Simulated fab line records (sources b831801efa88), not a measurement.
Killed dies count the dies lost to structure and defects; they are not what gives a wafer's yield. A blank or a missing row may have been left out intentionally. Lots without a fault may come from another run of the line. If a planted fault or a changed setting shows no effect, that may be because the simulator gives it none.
fab line records | flow sky130
record: lots: 13 | wafers: 39 | lastDay: 50
route steps=708 shown PWDE@55 VT_ADJUST_HVTP@93 SONOS_ONO@170
lots untouched by any fault: they come from a run of this same line in which no faults occurred
startH: hours from the record's opening day to when the first of the lot's shown wafers began | waitH: time in hours since the lot's previous step | " repeats the value in the row above | L1.1+2: a single row standing in for several wafers | - no value, or no start was given | * or withheld: withheld | < > ~ a bound
route shown NAME@n: NAME is a module with steps in the file, n the number in the route of the first one | usual: mean and standard deviation over wafers with no fault | same: alike in all rows | chamber/n: place in a boat | sites: the reading at each site | _std_site: standard deviation across them | _edge_site: inner sites' mean taken away from outer sites' mean | radiusMm: for every site, how far away it sits from the centre of the wafer | mask NAME#n: copy n | behind: tool/chamber where the wafer was last shaped | hold: the reason the lot was held/the length of the hold in hours/how it ended | device: transistor that didn't switch, given as n, p or np | end of line: the tests these same wafers got at the end of their route | step lacking rows: just its recipe | killed: not the wafer's yield, but the dies lost to structure and defects at the first sort | map: dies across one wafer; x = killed, . = not, _ = none there
set.NAME: the setting that was run; set.NAME@STEP: the one run at that earlier step | model.NAME: the simulator's own value behind a step, which no gauge read
steps of the route over a sample of lots; a table a step, a row a wafer
services: a tool's chamber out of use, with start hour (startH, from the record's first day; less than 0 if before it), hours out, and reason
== steps ==
step: SKY_PWDE_TW_MEAS_10
usual: PWDE_TW: 375/3.7
lot.wafer | tool         | chamber | startH | waitH | PWDE_TW
L758.1    | filmMetro-02 | -       | 92.99  | 0.1   | 377
L758.3    | "            | -       | "      | "     | 376
L758.5    | "            | -       | "      | "     | 374
L761.1    | filmMetro-01 | -       | 94.98  | 0.1   | 377
L761.2    | "            | -       | "      | "     | 376
L761.4    | "            | -       | "      | "     | 378
L763.4    | filmMetro-02 | -       | 104.91 | 0.1   | 374
L763.5    | "            | -       | "      | "     | 376
L763.6    | "            | -       | "      | "     | 373
L764.3    | filmMetro-03 | -       | 105.51 | 0.1   | 373
L764.5    | "            | -       | "      | "     | 373
L764.6    | "            | -       | "      | "     | 373
L765.4    | filmMetro-03 | -       | 108.92 | 0.1   | 372
L765.5    | "            | -       | "      | "     | 376
L765.6    | "            | -       | "      | "     | 374
L766.3    | filmMetro-02 | -       | 115.15 | 0.1   | 374
L766.4    | "            | -       | "      | "     | 376
L766.5    | "            | -       | "      | "     | 374
L774.1    | filmMetro-03 | -       | 158.28 | 0.1   | 374
L774.2    | "            | -       | "      | "     | 372
L774.6    | "            | -       | "      | "     | 372
L775.1    | filmMetro-03 | -       | 165.03 | 0.1   | 371
L775.3    | "            | -       | "      | "     | 369
L775.4    | "            | -       | "      | "     | 368
L776.1    | filmMetro-02 | -       | 173.28 | 0.1   | 384
L776.4    | "            | -       | "      | "     | 383
L776.6    | "            | -       | "      | "     | 384
L777.1    | filmMetro-02 | -       | 180.13 | 0.1   | 382
L777.2    | "            | -       | "      | "     | 380
L777.4    | "            | -       | "      | "     | 381
L778.2    | filmMetro-01 | -       | 185.45 | 0.1   | 382
L778.3    | "            | -       | "      | "     | 380
L778.4    | "            | -       | "      | "     | 381
L780.1    | filmMetro-01 | -       | 195.63 | 0.1   | 378
L780.3    | "            | -       | "      | "     | 379
L780.4    | "            | -       | "      | "     | 379
L781.2    | filmMetro-03 | -       | 198.44 | 0.1   | 373
L781.3    | "            | -       | "      | "     | 373
L781.6    | "            | -       | "      | "     | 372
step: SKY_VT_ADJUST_HVTP_OVL_MEAS_08
usual: VT_ADJUST_HVTP_OVL: 0.7/1.4
lot.wafer | tool       | chamber | startH | waitH | VT_ADJUST_HVTP_OVL[nm]
L758.1    | overlay-01 | -       | 150.27 | 0.1   | -0.6
L758.3    | "          | -       | "      | "     | -1.9
L758.5    | "          | -       | "      | "     | -1.6
L761.1    | overlay-01 | -       | 153.37 | 0.1   | -1.5
L761.2    | "          | -       | "      | "     | -1.3
L761.4    | "          | -       | "      | "     | -2.6
L763.4    | overlay-01 | -       | 163.58 | 0.1   | 1.7
L763.5    | "          | -       | "      | "     | 1.9
L763.6    | "          | -       | "      | "     | 2.2
L764.3    | overlay-01 | -       | 164.17 | 0.1   | 0.4
L764.5    | "          | -       | "      | "     | -1.1
L764.6    | "          | -       | "      | "     | -1.7
L765.4    | overlay-02 | -       | 169.18 | 0.1   | 1.0
L765.5    | "          | -       | "      | "     | 0.3
L765.6    | "          | -       | "      | "     | 0.9
L766.3    | overlay-02 | -       | 175.63 | 0.1   | 2.2
L766.4    | "          | -       | "      | "     | 1.6
L766.5    | "          | -       | "      | "     | 1.5
L774.1    | overlay-02 | -       | 223.22 | 0.1   | -0.4
L774.2    | "          | -       | "      | "     | 2.6
L774.6    | "          | -       | "      | "     | 0.6
L775.1    | overlay-02 | -       | 230.89 | 0.1   | 0.3
L775.3    | "          | -       | "      | "     | 1.4
L775.4    | "          | -       | "      | "     | 1.0
L776.1    | overlay-01 | -       | 240.67 | 0.1   | -0.9
L776.4    | "          | -       | "      | "     | -0.5
L776.6    | "          | -       | "      | "     | -0.6
L777.1    | overlay-02 | -       | 248.62 | 0.1   | 1.6
L777.2    | "          | -       | "      | "     | 0.5
L777.4    | "          | -       | "      | "     | 0.7
L778.2    | overlay-01 | -       | 253.82 | 0.1   | 3.8
L778.3    | "          | -       | "      | "     | 2.4
L778.4    | "          | -       | "      | "     | 1.2
L780.1    | overlay-02 | -       | 266.11 | 0.1   | 1.3
L780.3    | "          | -       | "      | "     | 0.9
L780.4    | "          | -       | "      | "     | 0.9
L781.2    | overlay-01 | -       | 269.93 | 0.1   | 2.1
L781.3    | "          | -       | "      | "     | 0.8
L781.6    | "          | -       | "      | "     | 2.4
step: SKY_SONOS_ONO_CVD_02
recipe: material: Si3N4 | precursor: DCS/NH3 | targetThkNm: 10.5 | tempC: 770 | timeS: 180 | pressureMtorr: 250
usual: zonePowerTopPct: 24.8/0.62
lot.wafer | tool     | chamber | startH | waitH | zonePowerTopPct
L758.1    | lpcvd-02 | 1       | 292.74 | 1.5   | 23.7
L758.3    | "        | 1       | "      | "     | 23.9
L758.5    | "        | 1       | "      | "     | 23.8
L761.1    | lpcvd-02 | 0       | 296.94 | 1.8   | 25.3
L761.2    | "        | 0       | "      | "     | 25.5
L761.4    | "        | 0       | "      | "     | 25.1
L763.4    | lpcvd-02 | 0       | 309.24 | 0.0   | 25.6
L763.5    | "        | 0       | "      | "     | 25.2
L763.6    | "        | 0       | "      | "     | 25.2
L764.3    | lpcvd-02 | 0       | 309.24 | 0.0   | 25.8
L764.5    | "        | 0       | "      | "     | 25.4
L764.6    | "        | 0       | "      | "     | 25.1
L765.4    | lpcvd-02 | 1       | 313.48 | 0.5   | 24.1
L765.5    | "        | 1       | "      | "     | 24.5
L765.6    | "        | 1       | "      | "     | 24.1
L766.3    | lpcvd-02 | 1       | 324.59 | 0.5   | 24.4
L766.4    | "        | 1       | "      | "     | 24.1
L766.5    | "        | 1       | "      | "     | 24.2
L774.1    | lpcvd-02 | 0       | 391.26 | 5.8   | 25.2
L774.2    | "        | 0       | "      | "     | 25.4
L774.6    | "        | 0       | "      | "     | 25.7
L775.1    | lpcvd-02 | 1       | 399.36 | 5.1   | 24.3
L775.3    | "        | 1       | "      | "     | 24.5
L775.4    | "        | 1       | "      | "     | 24.3
L776.1    | lpcvd-02 | 0       | 408.33 | 2.2   | 25.8
L776.4    | "        | 0       | "      | "     | 25.3
L776.6    | "        | 0       | "      | "     | 25.5
L777.1    | lpcvd-02 | 1       | 416.43 | 1.9   | 24.1
L777.2    | "        | 1       | "      | "     | 24.2
L777.4    | "        | 1       | "      | "     | 24.1
L778.2    | lpcvd-02 | 1       | 429.02 | 5.0   | 24.5
L778.3    | "        | 1       | "      | "     | 23.7
L778.4    | "        | 1       | "      | "     | 23.9
L780.1    | lpcvd-02 | 1       | 439.80 | 4.1   | 24.4
L780.3    | "        | 1       | "      | "     | 24.3
L780.4    | "        | 1       | "      | "     | 23.9
L781.2    | lpcvd-02 | 1       | 443.41 | 2.2   | 24.3
L781.3    | "        | 1       | "      | "     | 24.5
L781.6    | "        | 1       | "      | "     | 24.3
step: SKY_SONOS_ONO_THK_MEAS_03
recipe: reads: Si3N4_of_SONOS_ONO_CVD_02
usual: SONOS_ONO_CVD_02_THK: 10.49/0.15
lot.wafer | tool         | chamber | startH | waitH | SONOS_ONO_CVD_02_THK[nm]
L758.1    | filmMetro-04 | -       | 293.79 | 0.0   | 10.36
L758.3    | "            | -       | "      | "     | 10.49
L758.5    | "            | -       | "      | "     | 10.53
L761.1    | filmMetro-04 | -       | 297.99 | 0.0   | 10.74
L761.2    | "            | -       | "      | "     | 10.69
L761.4    | "            | -       | "      | "     | 10.69
L764.3    | filmMetro-03 | -       | 310.31 | 0.0   | 10.24
L764.5    | "            | -       | "      | "     | 10.29
L764.6    | "            | -       | "      | "     | 10.48
L763.4    | filmMetro-01 | -       | 310.32 | 0.0   | 10.50
L763.5    | "            | -       | "      | "     | 10.51
L763.6    | "            | -       | "      | "     | 10.51
L765.4    | filmMetro-01 | -       | 314.56 | 0.0   | 10.49
L765.5    | "            | -       | "      | "     | 10.62
L765.6    | "            | -       | "      | "     | 10.58
L766.3    | filmMetro-03 | -       | 326.18 | 0.0   | 8.05
L766.4    | "            | -       | "      | "     | 8.18
L766.5    | "            | -       | "      | "     | 8.11
L774.1    | filmMetro-01 | -       | 392.83 | 0.0   | 10.43
L774.2    | "            | -       | "      | "     | 10.53
L774.6    | "            | -       | "      | "     | 10.66
L775.1    | filmMetro-04 | -       | 400.93 | 0.0   | 10.58
L775.3    | "            | -       | "      | "     | 10.59
L775.4    | "            | -       | "      | "     | 10.48
L776.1    | filmMetro-03 | -       | 409.90 | 0.0   | 10.68
L776.4    | "            | -       | "      | "     | 10.55
L776.6    | "            | -       | "      | "     | 10.55
L777.1    | filmMetro-01 | -       | 418.00 | 0.0   | 10.42
L777.2    | "            | -       | "      | "     | 10.54
L777.4    | "            | -       | "      | "     | 10.48
L778.2    | filmMetro-04 | -       | 430.60 | 0.0   | 10.34
L778.3    | "            | -       | "      | "     | 10.40
L778.4    | "            | -       | "      | "     | 10.38
L780.1    | filmMetro-01 | -       | 441.37 | 0.0   | 10.10
L780.3    | "            | -       | "      | "     | 9.98
L780.4    | "            | -       | "      | "     | 10.07
L781.2    | filmMetro-01 | -       | 444.99 | 0.0   | 10.53
L781.3    | "            | -       | "      | "     | 10.60
L781.6    | "            | -       | "      | "     | 10.57
step: SKY_SONOS_ONO_THK_MEAS_05
recipe: reads: SiO2_of_SONOS_ONO_CVD_04
usual: SONOS_ONO_CVD_04_THK: 5.70/0.1
lot.wafer | tool         | chamber | startH | waitH | SONOS_ONO_CVD_04_THK[nm]
L758.1    | filmMetro-01 | -       | 295.12 | 0.0   | 5.87
L758.3    | "            | -       | "      | "     | 5.89
L758.5    | "            | -       | "      | "     | 5.84
L761.1    | filmMetro-04 | -       | 299.30 | 0.0   | 5.57
L761.2    | "            | -       | "      | "     | 5.62
L761.4    | "            | -       | "      | "     | 5.64
L764.3    | filmMetro-01 | -       | 312.25 | 0.0   | 5.78
L764.5    | "            | -       | "      | "     | 5.77
L764.6    | "            | -       | "      | "     | 5.85
L763.4    | filmMetro-03 | -       | 312.26 | 0.0   | 5.82
L763.5    | "            | -       | "      | "     | 5.86
L763.6    | "            | -       | "      | "     | 5.90
L765.4    | filmMetro-04 | -       | 315.87 | 0.0   | 5.73
L765.5    | "            | -       | "      | "     | 5.81
L765.6    | "            | -       | "      | "     | 5.75
L766.3    | filmMetro-03 | -       | 327.49 | 0.0   | 5.69
L766.4    | "            | -       | "      | "     | 5.64
L766.5    | "            | -       | "      | "     | 5.69
L774.1    | filmMetro-01 | -       | 394.14 | 0.0   | 5.66
L774.2    | "            | -       | "      | "     | 5.65
L774.6    | "            | -       | "      | "     | 5.62
L775.1    | filmMetro-01 | -       | 402.24 | 0.0   | 5.62
L775.3    | "            | -       | "      | "     | 5.48
L775.4    | "            | -       | "      | "     | 5.65
L776.1    | filmMetro-04 | -       | 411.21 | 0.0   | 5.72
L776.4    | "            | -       | "      | "     | 5.76
L776.6    | "            | -       | "      | "     | 5.70
L777.1    | filmMetro-04 | -       | 419.31 | 0.0   | 5.64
L777.2    | "            | -       | "      | "     | 5.66
L777.4    | "            | -       | "      | "     | 5.79
L778.2    | filmMetro-04 | -       | 431.91 | 0.0   | 5.52
L778.3    | "            | -       | "      | "     | 5.51
L778.4    | "            | -       | "      | "     | 5.46
L780.1    | filmMetro-04 | -       | 442.68 | 0.0   | 5.68
L780.3    | "            | -       | "      | "     | 5.76
L780.4    | "            | -       | "      | "     | 5.75
L781.2    | filmMetro-03 | -       | 446.30 | 0.0   | 5.58
L781.3    | "            | -       | "      | "     | 5.71
L781.6    | "            | -       | "      | "     | 5.62
== services ==
tool     | chamber | startH | hours | kind
lpcvd-02 | -       | 337.37 | 0.4   | repair
== key ==
firstSign: step: SKY_SONOS_ONO_THK_MEAS_03 | reading: SONOS_ONO_CVD_02_THK | direction: down | sigmas: 15 | usual: 10.49 | struck: 8.12
effect none on later readings
metAt SKY_SONOS_ONO_CVD_02
struckLots L766
struckWafers L766.3,L766.4,L766.5
rowsEnd L766.3,L766.4,L766.5
notActingAt SKY_PWDE_TW_MEAS_10,SKY_VT_ADJUST_HVTP_OVL_MEAS_08,SKY_SONOS_ONO_THK_MEAS_05
onsetBetween 313.48 324.59
fault: kind: processParameterDrift | tool: lpcvd-02 | chamber: 1 | onsetH: 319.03 | steps: SKY_SONOS_ONO_CVD_02 | channel: targetThkNm | offset: -2.4428 | shape: step | endH: 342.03 | actsIn: theseRecipesOnly | stated: 10.5
rowsEnd: these wafers met a further fault down the route, and their rows from its step on are left out
